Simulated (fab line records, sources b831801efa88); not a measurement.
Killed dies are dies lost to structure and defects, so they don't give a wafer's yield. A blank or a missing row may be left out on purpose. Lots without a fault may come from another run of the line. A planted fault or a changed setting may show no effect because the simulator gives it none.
fab line records | flow sky130
record lots=14 wafers=42 last_day=47
route steps=708 shown POLY_GATE@228 LDD_N@247 LDD_P@263 LDD_HVP@285 PAD_OPEN@708
lots that met no fault: from a run of the same line without faults
start_h: hours from the record's first day to the start of the lot's first wafer shown | wait_h: hours since the lot's step before | " the same as in the row above | L1.1+2: a row that stands for several wafers | - no value, or no start given | * or withheld: withheld | < > ~ a bound
route shown NAME@n: a module of which the file shows steps, and the number in the route of the first | usual: mean/standard deviation of fault-free wafers | same: alike in all rows | chamber/n: place in a boat | sites: the reading at each site | _std_site: their standard deviation | _edge_site: outer sites' mean less inner sites' | radius_mm: how far each site lies from the wafer's centre | mask NAME#n: copy n | behind: the tool/chamber that last shaped the wafer | hold: why the lot was held/for how many hours/how that ended | device: the transistor (n, p or np) that didn't switch | end of line: the same wafers' tests at the end of the route | a step without rows: its recipe alone | killed: dies lost to structure and defects at the first sort, not the wafer's yield | map: a wafer's dies, x killed, . not, _ none there
set.NAME: the setting as run; set.NAME@STEP: as run at that earlier step | model.NAME: the simulator's own value behind a step, which no gauge read
steps of the route over a sample of lots; a table a step, a row a wafer
services: from which hour (start_h, from the record's first day; less than 0 if before it) a tool's chamber was out of use, for how many hours, and why
## steps
# step SKY_POLY_GATE_OVL_MEAS_14
# usual POLY_GATE_OVL=0/5.3
# columns lot.wafer tool chamber start_h wait_h POLY_GATE_OVL[nm]
L870.2 overlay-01 - 404.72 0.1 0
L870.3 " - " " 0
L870.5 " - " " 4
L873.1 overlay-02 - 405.17 0.1 6
L873.2 " - " " 1
L873.5 " - " " 3
L871.2 overlay-01 - 405.52 0.1 1
L871.3 " - " " 5
L871.6 " - " " 1
L872.2 overlay-01 - 406.13 0.1 4
L872.3 " - " " 2
L872.5 " - " " 8
L875.1 overlay-01 - 406.24 0.1 11
L875.2 " - " " 9
L875.6 " - " " 2
L877.2 overlay-02 - 435.97 0.1 -7
L877.3 " - " " 3
L877.4 " - " " -9
L878.1 overlay-01 - 443.42 0.1 2
L878.2 " - " " 0
L878.5 " - " " -3
L879.1 overlay-02 - 449.02 0.1 9
L879.4 " - " " 0
L879.6 " - " " -1
L881.2 overlay-01 - 461.28 0.1 4
L881.4 " - " " 5
L881.5 " - " " 4
L880.2 overlay-01 - 463.41 0.1 -2
L880.4 " - " " -3
L880.5 " - " " -1
L883.1 overlay-02 - 481.37 0.1 -7
L883.2 " - " " -14
L883.5 " - " " -2
L884.1 overlay-02 - 488.31 0.1 -2
L884.3 " - " " 7
L884.6 " - " " 2
L885.3 overlay-01 - 497.73 0.1 -3
L885.5 " - " " -3
L885.6 " - " " -3
L886.1 overlay-02 - 517.12 0.1 4
L886.2 " - " " -2
L886.6 " - " " 4
# step SKY_LDD_N_IMPLANT_10
# recipe species=As energy_kev=20 dose_cm2=7.5e+13 tilt_deg=withheld rotation_deg=203
# usual implant_ion_amu=75/0
# columns lot.wafer tool chamber start_h wait_h implant_ion_amu
L870.2 implanter-01 0 436.40 0.1 75
L870.3 " 0 " " 75
L870.5 " 0 " " 75
L873.1 implanter-02 0 437.43 0.1 75
L873.2 " 0 " " 75
L873.5 " 0 " " 75
L871.2 implanter-01 0 438.06 0.1 75
L871.3 " 0 " " 75
L871.6 " 0 " " 75
L872.2 implanter-04 0 438.71 0.1 75
L872.3 " 0 " " 75
L872.5 " 0 " " 75
L875.1 implanter-02 0 438.98 0.1 75
L875.2 " 0 " " 75
L875.6 " 0 " " 75
L877.2 implanter-02 0 468.65 0.1 75
L877.3 " 0 " " 75
L877.4 " 0 " " 75
L878.1 implanter-01 0 476.48 0.1 75
L878.2 " 0 " " 75
L878.5 " 0 " " 75
L879.1 implanter-01 0 481.48 0.1 75
L879.4 " 0 " " 75
L879.6 " 0 " " 75
L881.2 implanter-04 0 494.45 0.1 75
L881.4 " 0 " " 75
L881.5 " 0 " " 75
L880.2 implanter-02 0 496.30 0.1 75
L880.4 " 0 " " 75
L880.5 " 0 " " 75
L883.1 implanter-01 0 514.38 0.1 31
L883.2 " 0 " " 31
L883.5 " 0 " " 31
L884.1 implanter-02 0 520.28 0.1 31
L884.3 " 0 " " 31
L884.6 " 0 " " 31
L885.3 implanter-01 0 530.03 0.1 31
L885.5 " 0 " " 31
L885.6 " 0 " " 31
L886.1 implanter-01 0 549.78 0.1 31
L886.2 " 0 " " 31
L886.6 " 0 " " 31
# step SKY_LDD_N_STRIP_16
# recipe chemistry=O2/N2 power_w=1400 pressure_mtorr=1500 platen_temp_c=withheld o2_flow_sccm=3000 n2_flow_sccm=300 overash_fraction=0.5
# usual chamber_pressure_mTorr=1500.0/1.3 drypump_motor_current_A=5.8/0.41 oes_product_au=0.407/0.0045 strip_time_to_endpoint_s=4.317/0.012
# columns lot.wafer tool chamber start_h wait_h chamber_pressure_mTorr drypump_motor_current_A oes_product_au rf_hours_counter_h strip_time_to_endpoint_s
L870.2 plasma_asher-01 1 437.28 0.1 1499.4 5.5 0.408 79 4.315
L870.3 " 1 " " 1499.0 5.5 0.407 - 4.315
L870.5 " 0 " " 1498.0 6.1 0.408 - 4.314
L873.1 plasma_asher-04 0 438.33 0.1 1501.1 5.7 0.406 65 4.302
L873.2 " 1 " " 1500.7 6.6 0.407 65 4.309
L873.5 " 0 " " 1499.1 5.7 0.408 - 4.307
L871.2 plasma_asher-03 1 438.93 0.1 1500.8 5.3 0.412 33 4.298
L871.3 " 1 " " 1498.6 5.3 0.407 - 4.318
L871.6 " 1 " " 1498.9 5.3 0.400 - 4.299
L872.2 plasma_asher-01 0 439.58 0.1 1498.9 6.1 0.397 79 4.323
L872.3 " 1 " " 1500.3 5.6 0.411 - 4.322
L872.5 " 1 " " 1499.4 5.6 0.404 - 4.324
L875.1 plasma_asher-04 0 439.88 0.1 1500.0 5.7 0.403 65 4.316
L875.2 " 1 " " 1502.0 6.5 0.407 65 4.294
L875.6 " 0 " " 1499.8 5.7 0.405 - 4.316
L877.2 plasma_asher-03 0 469.53 0.1 1500.8 5.8 0.411 36 4.316
L877.3 " 1 " " 1500.2 5.3 0.405 - 4.311
L877.4 " 0 " " 1499.1 5.8 0.400 - 4.301
L878.1 plasma_asher-01 1 477.38 0.1 1499.9 5.6 0.408 83 4.313
L878.2 " 0 " " 1499.3 6.2 0.401 83 4.296
L878.5 " 0 " " 1499.7 6.1 0.409 - 4.307
L879.1 plasma_asher-01 0 482.38 0.1 1499.4 6.1 0.410 84 4.325
L879.4 " 1 " " 1500.1 5.5 0.415 - 4.318
L879.6 " 0 " " 1498.8 6.1 0.409 - 4.324
L881.2 plasma_asher-04 0 495.33 0.1 1500.1 5.7 0.408 71 4.330
L881.4 " 0 " " 1498.8 5.7 0.409 - 4.306
L881.5 " 1 " " 1500.6 6.6 0.408 - 4.318
L880.2 plasma_asher-03 0 497.18 0.1 1499.6 5.8 0.402 39 4.310
L880.4 " 1 " " 1501.8 5.3 0.404 - 4.327
L880.5 " 0 " " 1498.6 5.8 0.411 - 4.309
L883.1 plasma_asher-01 1 515.28 0.1 1499.7 5.6 0.406 87 4.243
L883.2 " 0 " " 1501.4 6.1 0.411 87 4.221
L883.5 " 0 " " 1502.6 6.1 0.408 - 4.235
L884.1 plasma_asher-03 1 521.18 0.1 1500.1 5.3 0.412 42 4.244
L884.3 " 1 " " 1499.4 5.3 0.417 - 4.233
L884.6 " 0 " " 1498.7 5.8 0.406 - 4.238
L885.3 plasma_asher-03 1 530.92 0.1 1501.8 5.3 0.406 - 4.209
L885.5 " 1 " " 1502.4 5.3 0.419 - 4.232
L885.6 " 0 " " 1498.5 5.8 0.408 - 4.240
L886.1 plasma_asher-03 1 550.68 0.1 1500.6 5.3 0.413 45 4.250
L886.2 " 0 " " 1499.3 5.8 0.409 45 4.220
L886.6 " 0 " " 1498.8 5.8 0.401 - 4.232
# step SKY_LDD_P_OVL_MEAS_08
# usual LDD_P_OVL=0.0/1.4
# columns lot.wafer tool chamber start_h wait_h LDD_P_OVL[nm]
L870.2 overlay-01 - 467.77 0.1 0.4
L870.3 " - " " 1.5
L870.5 " - " " 1.9
L873.1 overlay-02 - 469.47 0.1 -0.8
L873.2 " - " " -0.5
L873.5 " - " " 1.0
L871.2 overlay-01 - 470.57 0.1 0.6
L871.3 " - " " -0.6
L871.6 " - " " 0.4
L872.2 overlay-02 - 470.87 0.1 -0.6
L872.3 " - " " 0.6
L872.5 " - " " -0.5
L875.1 overlay-01 - 470.87 0.1 0.0
L875.2 " - " " -0.7
L875.6 " - " " -0.1
L877.2 overlay-01 - 500.12 0.1 1.5
L877.3 " - " " 3.0
L877.4 " - " " 0.1
L878.1 overlay-01 - 507.82 0.1 0.3
L878.2 " - " " -0.7
L878.5 " - " " -0.8
L879.1 overlay-02 - 513.06 0.1 0.8
L879.4 " - " " -1.1
L879.6 " - " " 1.8
L881.2 overlay-02 - 524.98 0.1 1.3
L881.4 " - " " -1.1
L881.5 " - " " -0.9
L880.2 overlay-01 - 527.47 0.1 -0.6
L880.4 " - " " 1.0
L880.5 " - " " 1.7
L883.1 overlay-01 - 545.66 0.1 0.4
L883.2 " - " " -0.7
L883.5 " - " " 0.9
L884.1 overlay-01 - 551.21 0.1 -1.7
L884.3 " - " " -1.0
L884.6 " - " " -2.0
L885.3 overlay-01 - 560.68 0.1 -1.8
L885.5 " - " " -0.7
L885.6 " - " " -0.2
L886.1 overlay-01 - 580.51 0.1 -1.2
L886.2 " - " " 0.2
L886.6 " - " " 0.6
# step SKY_LDD_HVP_OVL_MEAS_07
# usual LDD_HVP_OVL=-0.5/1.3
# columns lot.wafer tool chamber start_h wait_h LDD_HVP_OVL[nm]
L870.2 overlay-01 - 528.15 0.1 -1.1
L870.3 " - " " 0.2
L870.5 " - " " 1.5
L873.1 overlay-02 - 531.35 0.1 -2.4
L873.2 " - " " 0.8
L873.5 " - " " -0.1
L871.2 overlay-01 - 531.50 0.1 -0.7
L871.3 " - " " -2.3
L871.6 " - " " -1.8
L872.2 overlay-01 - 531.80 0.1 0.8
L872.3 " - " " -0.6
L872.5 " - " " -0.5
L875.1 overlay-02 - 532.60 0.1 0.6
L875.2 " - " " 0.2
L875.6 " - " " -0.2
L877.2 overlay-02 - 560.41 0.1 0.3
L877.3 " - " " 1.0
L877.4 " - " " 0.4
L878.1 overlay-01 - 567.19 0.1 -2.9
L878.2 " - " " -0.7
L878.5 " - " " -2.2
L879.1 overlay-01 - 572.85 0.1 -1.5
L879.4 " - " " -1.1
L879.6 " - " " -2.4
L881.2 overlay-01 - 584.90 0.1 1.1
L881.4 " - " " -0.4
L881.5 " - " " 0.9
L880.2 overlay-02 - 587.51 0.1 -1.2
L880.4 " - " " -1.1
L880.5 " - " " -2.8
L883.1 overlay-01 - 603.44 0.1 -2.4
L883.2 " - " " -2.6
L883.5 " - " " -1.2
L884.1 overlay-02 - 610.64 0.1 -1.8
L884.3 " - " " -1.4
L884.6 " - " " -0.2
L885.3 overlay-01 - 619.46 0.1 -0.3
L885.5 " - " " -1.3
L885.6 " - " " -2.9
L886.1 overlay-02 - 638.60 0.1 -0.8
L886.2 " - " " -1.1
L886.6 " - " " -0.2
# step SKY_PAD_OPEN_PROBE_99
# usual defect_limited_yield=82.4/2 killed_at_M0_to_M3=44/7.4 killed_at_M4_up=3.0/1.6 killed_at_contacts=24/5 killed_at_front_end=15/4.6 killed_at_other=0.4/0.65 killed_dies=86/9.6 killed_open=48/7.4 killed_short=38/6.9 sort_bin_3_pad_short=0.9/0.43 sort_bin_5_function=10.4/1.3 sort_bin_6_memory=6.3/1.2 sort_n_pass=406/9.6 sort_yield_pct=82.4/2
# same gross_dies=492 killed_at_back_side=0 sort_bin_4_leakage[%]=0 sort_bin_8_speed[%]=0
# columns lot.wafer tool chamber start_h wait_h defect_limited_yield[%] killed_at_M0_to_M3 killed_at_M4_up killed_at_contacts killed_at_front_end killed_at_other killed_dies killed_open killed_short sort_bin_3_pad_short[%] sort_bin_5_function[%] sort_bin_6_memory[%] sort_n_pass sort_yield_pct[%]
L875.1 prober-02 - 1109.46 0.1 82.7 45 5 23 12 0 85 50 35 1.8 9.6 5.9 407 82.7
L875.2 prober-02 - 1109.51 0.1 85.6 34 4 17 15 1 71 42 29 1.2 8.5 4.7 421 85.6
L875.6 prober-02 - 1109.71 0.2 83.9 36 2 24 16 1 79 44 35 0.4 10.6 5.1 413 83.9
L878.1 prober-01 - 1123.77 0.1 80.1 48 3 26 19 2 98 52 45 1.6 11.0 7.3 394 80.1
L878.2 prober-01 - 1123.82 0.1 84.6 27 4 23 22 0 76 42 34 0.8 8.7 5.9 416 84.6
L878.5 prober-01 - 1123.97 0.2 82.7 48 0 19 17 1 85 53 31 0.4 12.2 4.7 407 82.7
# killed by level:class
L875.1 VIA1:geometric_particle:open=13 VIA2:geometric_particle:open=10 CONTACT:geometric_particle:open=10 METAL2:geometric_particle:short=5 VIA3:geometric_particle:short=5 POLY_GATE:geometric_particle:open=4 LI_CONTACT:geometric_particle:open=4 LOCAL_INTERCONNECT:geometric_particle:short=4
L875.2 CONTACT:geometric_particle:open=6 VIA1:geometric_particle:short=6 VIA1:geometric_particle:open=6 VIA2:geometric_particle:open=6 VIA3:geometric_particle:open=6 LI_CONTACT:geometric_particle:open=5 METAL2:geometric_particle:short=4 FIELD_ISO:geometric_particle:short=3
L875.6 CONTACT:geometric_particle:open=10 POLY_GATE:geometric_particle:open=7 VIA3:geometric_particle:open=7 METAL2:geometric_particle:short=6 CONTACT:geometric_particle:short=5 VIA1:geometric_particle:open=5 VIA2:geometric_particle:open=4 VIA1:geometric_particle:short=4
L878.1 VIA1:geometric_particle:open=15 CONTACT:geometric_particle:open=11 VIA1:geometric_particle:short=8 LI_CONTACT:geometric_particle:open=6 LOCAL_INTERCONNECT:geometric_particle:short=6 METAL2:geometric_particle:short=6 FIELD_ISO:geometric_particle:short=5 FIELD_ISO:geometric_particle:open=5
L878.2 FIELD_ISO:geometric_particle:open=8 LOCAL_INTERCONNECT:geometric_particle:short=7 CONTACT:geometric_particle:open=7 FIELD_ISO:geometric_particle:short=6 VIA2:geometric_particle:open=6 POLY_GATE:geometric_particle:short=5 LI_CONTACT:geometric_particle:open=5 VIA1:geometric_particle:open=5
L878.5 VIA1:geometric_particle:open=17 CONTACT:geometric_particle:open=8 VIA3:geometric_particle:open=7 VIA1:geometric_particle:short=6 FIELD_ISO:geometric_particle:open=5 POLY_GATE:geometric_particle:short=5 LI_CONTACT:geometric_particle:open=4 VIA2:geometric_particle:open=4
## services
# columns tool chamber start_h hours kind
implanter-02 - 428.59 1.8 repair
implanter-01 - 433.78 1.2 repair
implanter-04 - 434.79 2.1 repair
plasma_asher-01 - 440.93 0.7 repair
implanter-04 - 468.03 4.2 pm
implanter-04 - 475.30 0.7 repair
implanter-02 - 479.82 3.3 pm
implanter-04 - 482.06 4.3 pm
implanter-01 - 482.86 2.8 repair
implanter-04 - 507.60 5.8 repair
plasma_asher-01 - 519.53 15.6 pm
implanter-01 - 521.88 0.6 repair
implanter-02 - 527.11 3.9 repair
implanter-02 - 534.21 2.2 repair
implanter-04 - 539.11 1.5 repair
## key
first_sign step=SKY_LDD_N_IMPLANT_10 reading=implant_ion_amu direction=down sigmas=99+ usual=75 struck=31
effect step=SKY_LDD_N_STRIP_16 reading=strip_time_to_endpoint_s direction=down sigmas=6.7 usual=* struck=*
met_at SKY_LDD_N_IMPLANT_10
struck_lots L883,L884,L885,L886
rows_end L883.1,L883.2,L883.5,L884.1,L884.3,L884.6,L885.3,L885.5,L885.6,L886.1,L886.2,L886.6
not_acting_at SKY_POLY_GATE_OVL_MEAS_14,SKY_LDD_P_OVL_MEAS_08,SKY_LDD_HVP_OVL_MEAS_07
onset_between 496.30 514.38
fault kind=wrong_recipe_download tool=implanter-01,implanter-02,implanter-04 chamber=- onset_h=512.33 steps=SKY_LDD_N_IMPLANT_10 wrong_recipe.not_listed=1
# rows_end: these wafers met a further fault down the route, and their rows from its step on are left out
